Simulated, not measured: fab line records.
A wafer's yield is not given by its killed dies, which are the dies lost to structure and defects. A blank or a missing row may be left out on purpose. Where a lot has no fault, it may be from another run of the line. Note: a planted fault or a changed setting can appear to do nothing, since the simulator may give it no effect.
Matching of chambers ; flow gf180mcu ; GF_V5_CMP_26 on cmp-01 has 3 sister chambers
The step polishes, stops on SiO2, t overpolish 15 s, target thk 0 nm. 6 wafers are shown with their chamber, then 5 later ones without.

== EACH WAFER AND ITS CHAMBER ==
wafer;chamber;motorCurrentA (A);timeToEndpointS (s)
L505.5;0;9.9;85
L505.6;1;11.5;85
L506.3;2;11.9;87
L506.4;0;10.4;81
L506.6;1;11.9;86
L514.2;2;11.3;84

== WAFERS WITHOUT THEIR CHAMBER ==
wafer;motorCurrentA (A);timeToEndpointS (s)
L514.5;11.2;83
L515.2;11.7;81
L515.6;10.1;77
L525.1;10.4;79
L525.3;11.6;86

== THE CHAMBER EACH PASSED THROUGH ==
wafer;from the rows above;in truth
L514.5;can't be placed: 2 or 1 or 0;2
L515.2;can't be placed: 1 or 2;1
L515.6;0;0
L525.1;0;0
L525.3;can't be placed: 2 or 1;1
2 of 5 placed correctly. Can't be placed from these rows: 3 (the true chamber is among the candidates in 3). Placed wrongly: 0.
How it was worked out, from the rows above alone: a wafer's distance from a chamber is the root of the sum, over the readings, of the square of ((its reading less the chamber's mean) divided by the reading's scatter). The wafer belongs to the nearest chamber; if the next one is less than 2 further off, it can't be placed. A chamber's mean is the mean of its shown wafers. How the scatter is found: for the shown wafers, subtract from each reading the mean of its chamber, square and add these, divide the total by (wafers less chambers), then take the root.
